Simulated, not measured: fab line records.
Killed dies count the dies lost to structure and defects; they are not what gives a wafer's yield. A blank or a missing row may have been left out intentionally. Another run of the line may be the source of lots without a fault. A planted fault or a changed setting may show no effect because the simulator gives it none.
fab line records	flow sky130
record: lots: 6	wafers: 18	last_day: 50
route steps=708 shown SONOS_ONO@171 PAD_OPEN@708
lots that met no fault: taken from a fault-free run of the same line
start_h: the number of hours between the record's first day and the start of the first shown wafer of the lot	wait_h: hours from the lot's prior step to this one	" same as the row above	L1.1+2: a row that stands for several wafers	- no value, or no start was given	* or withheld: withheld	< > ~ a bound
route shown NAME@n: NAME is a module with steps in the file, n the number in the route of the first one	usual: mean and standard deviation over wafers with no fault	same: alike in all rows	chamber/n: place in a boat	sites: per-site readings	_std_site: standard deviation across them	_edge_site: inner sites' mean taken away from outer sites' mean	radius_mm: for every site, how far away it sits from the centre of the wafer	mask NAME#n: copy n	behind: tool/chamber where the wafer was last shaped	hold: why the lot went on hold/how many hours it stayed there/how the hold came to an end	device: whichever transistor did not switch (one of n, p or np)	end of line: the same wafers' tests at the end of the route	where a step has no rows: the recipe by itself	killed: not the wafer's yield, but the dies lost to structure and defects at the first sort	map: shows each die of a wafer: x if killed, . if not, _ if none is there
set.NAME: the setting the step ran with; set.NAME@STEP: the setting that earlier step ran with	model.NAME: the simulator's own value behind a step, which no gauge read
lots at selected steps of the route; one table per step, one row per wafer
services: when a tool's chamber went out of use (start_h, in hours from the record's first day, below 0 if earlier), for how many hours, and the reason
== steps ==
step: SKY_SONOS_ONO_THK_MEAS_03
recipe: reads: Si3N4_of_SONOS_ONO_CVD_02
usual: SONOS_ONO_CVD_02_THK: 10.49/0.14
lot.wafer	tool	chamber	start_h	wait_h	SONOS_ONO_CVD_02_THK[nm]
L339.2	film_metro-04	-	264.53	0.0	10.61
L339.4	"	-	"	"	10.52
L339.6	"	-	"	"	10.65
L341.2	film_metro-01	-	273.67	0.0	10.86
L341.4	"	-	"	"	10.73
L341.6	"	-	"	"	10.71
L351.1	film_metro-04	-	362.34	0.0	10.71
L351.3	"	-	"	"	10.68
L351.6	"	-	"	"	10.50
L353.1	film_metro-01	-	376.69	0.0	10.33
L353.2	"	-	"	"	10.44
L353.3	"	-	"	"	10.62
L355.3	film_metro-04	-	390.54	0.0	10.46
L355.4	"	-	"	"	10.61
L355.5	"	-	"	"	10.51
L359.1	film_metro-01	-	416.77	0.0	10.28
L359.3	"	-	"	"	10.22
L359.5	"	-	"	"	10.26
step: SKY_SONOS_ONO_CVD_04
recipe: material: SiO2	precursor: SiH4/N2O	target_thk_nm: 5.7199	temp_c: 900	pressure_mtorr: 400
step: SKY_SONOS_ONO_THK_MEAS_05
recipe: reads: SiO2_of_SONOS_ONO_CVD_04
usual: SONOS_ONO_CVD_04_THK: 5.69/0.11
lot.wafer	tool	chamber	start_h	wait_h	SONOS_ONO_CVD_04_THK[nm]
L339.2	film_metro-01	-	265.84	0.0	5.59
L339.4	"	-	"	"	5.54
L339.6	"	-	"	"	5.57
L341.2	film_metro-04	-	275.13	0.2	5.49
L341.4	"	-	"	"	5.64
L341.6	"	-	"	"	5.70
L351.1	film_metro-04	-	363.65	0.0	5.68
L351.3	"	-	"	"	5.66
L351.6	"	-	"	"	5.74
L353.1	film_metro-01	-	378.00	0.0	5.74
L353.2	"	-	"	"	5.66
L353.3	"	-	"	"	5.57
L355.3	film_metro-01	-	391.85	0.0	5.64
L355.4	"	-	"	"	5.69
L355.5	"	-	"	"	5.81
L359.1	film_metro-01	-	429.34	0.0	5.74
L359.3	"	-	"	"	5.75
L359.5	"	-	"	"	5.90
step: SKY_SONOS_ONO_DEHYDRATE_06
recipe: temp_c: 200	time_s: 60
step: SKY_SONOS_ONO_HMDS_07
recipe: prime_time_s: 60	prime_temp_c: 120
step: SKY_SONOS_ONO_COAT_08
recipe: resist: NOVOLAK	spin_rpm: 3000	resist_thk_nm: 1140
step: SKY_SONOS_ONO_SOFTBAKE_09
recipe: temp_c: 90	time_s: 60	resist: NOVOLAK
step: SKY_SONOS_ONO_EXPOSE_10
recipe: mask_id: ONOM	target_cd_nm: 410	na: 0.6	source_shape: conventional	sigma_outer: 0.6	dose_mj: 150
step: SKY_SONOS_ONO_PEB_11
recipe: temp_c: withheld	time_s: *	resist: NOVOLAK
step: SKY_SONOS_ONO_DEVELOP_12
recipe: develop_time_s: 60	dev_temp_c: 23
step: SKY_SONOS_ONO_CD_MEAS_13
recipe: target_cd_nm: 410
usual: cd_nm: 409.2/2.3
lot.wafer	tool	chamber	start_h	wait_h	cd_nm
L339.2	cd_sem-02	-	289.93	0.1	411.8
L339.4	"	-	"	"	410.3
L339.6	"	-	"	"	409.9
L341.2	cd_sem-01	-	298.38	0.1	406.6
L341.4	"	-	"	"	407.0
L341.6	"	-	"	"	405.0
L351.1	cd_sem-01	-	391.37	0.1	409.6
L351.3	"	-	"	"	408.9
L351.6	"	-	"	"	410.3
L353.1	cd_sem-02	-	405.66	0.1	409.3
L353.2	"	-	"	"	408.1
L353.3	"	-	"	"	407.1
L355.3	cd_sem-01	-	421.20	0.1	408.4
L355.4	"	-	"	"	408.7
L355.5	"	-	"	"	408.3
L359.1	cd_sem-02	-	459.65	0.1	413.4
L359.3	"	-	"	"	410.6
L359.5	"	-	"	"	411.9
step: SKY_SONOS_ONO_OVL_MEAS_14
usual: SONOS_ONO_OVL: 0.7/1.3
lot.wafer	tool	chamber	start_h	wait_h	SONOS_ONO_OVL[nm]
L339.2	overlay-02	-	290.04	0.1	0.9
L339.4	"	-	"	"	0.1
L339.6	"	-	"	"	-0.5
L341.2	overlay-01	-	298.49	0.1	-0.3
L341.4	"	-	"	"	1.1
L341.6	"	-	"	"	0.2
L351.1	overlay-02	-	391.49	0.1	1.7
L351.3	"	-	"	"	3.3
L351.6	"	-	"	"	1.6
L353.1	overlay-01	-	405.78	0.1	2.3
L353.2	"	-	"	"	2.8
L353.3	"	-	"	"	-0.2
L355.3	overlay-01	-	421.29	0.1	1.7
L355.4	"	-	"	"	3.0
L355.5	"	-	"	"	3.1
L359.1	overlay-02	-	459.77	0.1	0.2
L359.3	"	-	"	"	-0.9
L359.5	"	-	"	"	0.8
step: SKY_SONOS_ONO_ETCH_15
recipe: target_depth_nm: 19.52	chemistry: CHF3/O2	source_w: 600	bias_w: 200	pressure_mtorr: 40	chf3_flow_sccm: 50	O2_flow_sccm: 5	time_s: 7.8
usual: bias_w: 200.0/0.55	drypump_motor_current_A: 5.7/0.54	oes_product_au: 0.998/0.012	throttle_valve_pct: 8.824/0.01
lot.wafer	tool	chamber	start_h	wait_h	bias_w	drypump_motor_current_A	oes_product_au	rf_hours_counter_h	throttle_valve_pct
L339.2	rie_diel-04	1	290.07	0.0	199.8	4.9	1.002	13	8.829
L339.4	"	0	"	"	199.5	6.4	1.000	49	8.823
L339.6	"	3	"	"	199.6	5.0	0.979	-	8.823
L341.2	rie_diel-03	2	298.52	0.0	199.6	5.4	1.018	6	8.824
L341.4	"	3	"	"	199.7	5.6	0.988	69	8.835
L341.6	"	0	"	"	200.2	5.8	1.012	-	8.834
L351.1	rie_diel-04	1	391.53	0.0	190.4	5.0	0.986	15	8.823
L351.3	"	2	"	"	190.2	6.4	0.972	4	8.820
L351.6	"	0	"	"	190.4	6.4	0.976	-	8.811
L353.1	rie_diel-04	0	405.82	0.0	190.7	6.3	0.971	50	8.805
L353.2	"	1	"	"	190.6	4.9	0.986	15	8.825
L353.3	"	2	"	"	190.2	6.4	0.978	4	8.806
L355.3	rie_diel-01	3	421.31	0.0	200.7	6.0	1.017	12	8.810
L355.4	"	1	"	"	199.7	5.7	0.997	7	8.821
L355.5	"	3	"	"	200.4	6.0	1.022	-	8.833
L359.1	rie_diel-04	1	459.81	0.0	199.2	4.9	1.005	16	8.809
L359.3	"	3	"	"	200.3	5.0	0.988	3	8.827
L359.5	"	2	"	"	199.8	6.4	0.988	-	8.806
step: SKY_SONOS_ONO_WET_ETCH_16
recipe: chemistry: dHF	target_depth_nm: 14	dry: n2_spin	target: SiO2	dilution: 100:1	temp_c: 25	time_s: 280
step: SKY_PAD_OPEN_PROBE_99
usual: killed_at_M0_to_M3: 43/7.1	killed_at_M4_up: 3.0/1.9	killed_at_contacts: 24/5	killed_at_front_end: 15/4.3	killed_at_other: 0.3/0.5	killed_dies: 85/9.6	killed_open: 46/7.1	killed_short: 39/6.8
same: gross_dies: 492	killed_at_back_side: 0
lot.wafer	tool	chamber	start_h	wait_h	killed_at_M0_to_M3	killed_at_M4_up	killed_at_contacts	killed_at_front_end	killed_at_other	killed_dies	killed_open	killed_short
L339.2	prober-02	-	1084.03	0.1	29	5	28	15	1	78	49	29
L339.4	prober-02	-	1084.13	0.2	43	7	23	19	0	92	51	41
L339.6	prober-02	-	1084.23	0.2	39	5	27	14	1	86	49	37
L341.2	prober-01	-	1084.35	0.1	42	5	11	18	0	76	36	40
L341.4	prober-01	-	1084.45	0.2	56	3	26	10	0	95	58	37
L341.6	prober-01	-	1084.55	0.2	33	2	24	20	0	79	44	35
L351.1	prober-01	-	1152.93	0.1	44	3	28	22	1	98	50	48
L351.3	prober-01	-	1153.03	0.2	38	2	16	11	0	67	38	29
L351.6	prober-01	-	1153.18	0.2	43	3	25	16	0	87	46	41
L355.3	prober-02	-	1172.20	0.2	30	5	30	19	1	85	44	41
L355.4	prober-02	-	1172.25	0.2	47	2	28	17	0	94	50	44
L355.5	prober-02	-	1172.30	0.2	42	5	30	10	0	87	46	41
L353.1	prober-01	-	1172.49	0.1	41	3	23	10	0	77	36	41
L353.2	prober-01	-	1172.54	0.1	38	3	25	14	1	81	33	48
L353.3	prober-01	-	1172.59	0.2	44	1	29	18	0	92	53	39
killed by level:class
L339.2 CONTACT:geometric_particle:open=14 LI_CONTACT:geometric_particle:open=8 VIA1:geometric_particle:open=7 POLY_GATE:geometric_particle:short=6 VIA2:geometric_particle:open=5 VIA3:geometric_particle:open=5 METAL1:geometric_particle:short=4 FIELD_ISO:geometric_particle:open=3
L339.4 LI_CONTACT:geometric_particle:open=9 VIA3:geometric_particle:open=9 VIA1:geometric_particle:open=9 POLY_GATE:geometric_particle:short=7 VIA2:geometric_particle:open=7 POLY_GATE:geometric_particle:open=6 METAL2:geometric_particle:short=6 METAL4:geometric_particle:short=5
L339.6 VIA1:geometric_particle:open=14 LI_CONTACT:geometric_particle:open=8 CONTACT:geometric_particle:open=8 VIA2:geometric_particle:open=7 CONTACT:geometric_particle:short=6 METAL1:geometric_particle:short=5 FIELD_ISO:geometric_particle:short=4 VIA3:geometric_particle:open=4
L341.2 VIA1:geometric_particle:open=11 FIELD_ISO:geometric_particle:short=6 FIELD_ISO:geometric_particle:open=5 VIA1:geometric_particle:short=5 METAL1:geometric_particle:short=5 VIA2:geometric_particle:open=5 VIA2:geometric_particle:short=5 LOCAL_INTERCONNECT:geometric_particle:short=4
L341.4 VIA1:geometric_particle:open=14 CONTACT:geometric_particle:open=9 METAL1:geometric_particle:short=8 LI_CONTACT:geometric_particle:open=7 VIA3:geometric_particle:open=7 VIA2:geometric_particle:open=6 METAL2:geometric_particle:open=5 METAL3:geometric_particle:short=5
L341.6 CONTACT:geometric_particle:open=9 VIA1:geometric_particle:open=8 LI_CONTACT:geometric_particle:open=7 POLY_GATE:geometric_particle:open=6 FIELD_ISO:geometric_particle:open=5 CONTACT:geometric_particle:short=5 FIELD_ISO:geometric_particle:short=4 METAL1:geometric_particle:short=4
L351.1 CONTACT:geometric_particle:open=12 FIELD_ISO:geometric_particle:short=8 VIA2:geometric_particle:open=7 VIA1:geometric_particle:open=7 LI_CONTACT:geometric_particle:open=7 VIA1:geometric_particle:short=7 VIA3:geometric_particle:short=7 CONTACT:geometric_particle:short=5
L351.3 VIA1:geometric_particle:open=8 LI_CONTACT:geometric_particle:open=5 CONTACT:geometric_particle:open=5 VIA1:geometric_particle:short=5 METAL2:geometric_particle:short=5 VIA2:geometric_particle:open=5 VIA3:geometric_particle:open=5 FIELD_ISO:geometric_particle:open=4
L351.6 VIA3:geometric_particle:open=10 VIA1:geometric_particle:open=9 CONTACT:geometric_particle:open=7 LI_CONTACT:geometric_particle:open=7 CONTACT:geometric_particle:short=7 VIA1:geometric_particle:short=7 FIELD_ISO:geometric_particle:short=5 METAL1:geometric_particle:short=5
L355.3 CONTACT:geometric_particle:open=12 METAL2:geometric_particle:short=8 FIELD_ISO:geometric_particle:short=7 LI_CONTACT:geometric_particle:open=6 FIELD_ISO:geometric_particle:open=5 CONTACT:geometric_particle:short=5 VIA2:geometric_particle:open=5 VIA3:geometric_particle:open=5
L355.4 CONTACT:geometric_particle:open=10 CONTACT:geometric_particle:short=7 POLY_GATE:geometric_particle:open=7 VIA1:geometric_particle:open=7 LOCAL_INTERCONNECT:geometric_particle:short=6 VIA2:geometric_particle:open=6 VIA3:geometric_particle:open=6 METAL2:geometric_particle:short=5
L355.5 CONTACT:geometric_particle:open=14 LI_CONTACT:geometric_particle:open=8 VIA1:geometric_particle:open=7 METAL2:geometric_particle:short=7 METAL1:geometric_particle:short=6 METAL4:geometric_particle:short=5 VIA2:geometric_particle:open=5 VIA3:geometric_particle:short=5
L353.1 VIA1:geometric_particle:open=9 LI_CONTACT:geometric_particle:open=7 CONTACT:geometric_particle:open=6 VIA1:geometric_particle:short=6 METAL2:geometric_particle:short=6 METAL1:geometric_particle:short=5 CONTACT:geometric_particle:short=4 VIA2:geometric_particle:open=4
L353.2 CONTACT:geometric_particle:open=7 METAL1:geometric_particle:short=6 VIA2:geometric_particle:open=6 LI_CONTACT:geometric_particle:open=5 VIA1:geometric_particle:short=5 VIA1:geometric_particle:open=5 POLY_GATE:geometric_particle:short=4 LI_CONTACT:geometric_particle:short=4
L353.3 VIA1:geometric_particle:open=12 CONTACT:geometric_particle:open=11 LI_CONTACT:geometric_particle:open=8 VIA2:geometric_particle:open=7 POLY_GATE:geometric_particle:short=6 METAL2:geometric_particle:short=6 FIELD_ISO:geometric_particle:short=5 POLY_GATE:geometric_particle:open=5
== services ==
tool	chamber	start_h	hours	kind
rie_diel-01	3	269.56	3.5	repair
rie_diel-04	-	292.06	0.7	repair
rie_diel-04	-	298.87	2.8	pm
rie_diel-01	0	299.32	4.2	repair
rie_diel-03	1	343.38	2.2	repair
rie_diel-01	-	345.49	1.6	repair
rie_diel-03	0	364.80	7.5	repair
rie_diel-01	3	374.34	7.1	repair
== key ==
first_sign: step: SKY_SONOS_ONO_ETCH_15	reading: bias_w	direction: down	sigmas: 17	usual: 200.0	struck: 190.4
effect: step: SKY_SONOS_ONO_ETCH_15	reading: oes_product_au	direction: down	sigmas: 1.7	usual: 0.998	struck: 0.978
met_at SKY_SONOS_ONO_ETCH_15
struck_wafers L351.1,L351.3,L351.6,L353.1,L353.2,L353.3
tester_left_out L351,L353
onset_between 290.07 391.53
fault: kind: process_parameter_drift	tool: rie_diel-04	chamber: -	onset_h: 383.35	steps: SKY_SONOS_ONO_ETCH_15	channel: bias_w	offset: -9.9741	shape: step	end_h: 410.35	acts_in: these_recipes_only	stated: 200
tester_left_out: of these lots the tester's yield and bins aren't shown, on N5 and GAA mostly nor the transistor test; their killed dies are dies lost to structure and defects alone, not to doping, threshold or leakage, so they don't give the yield
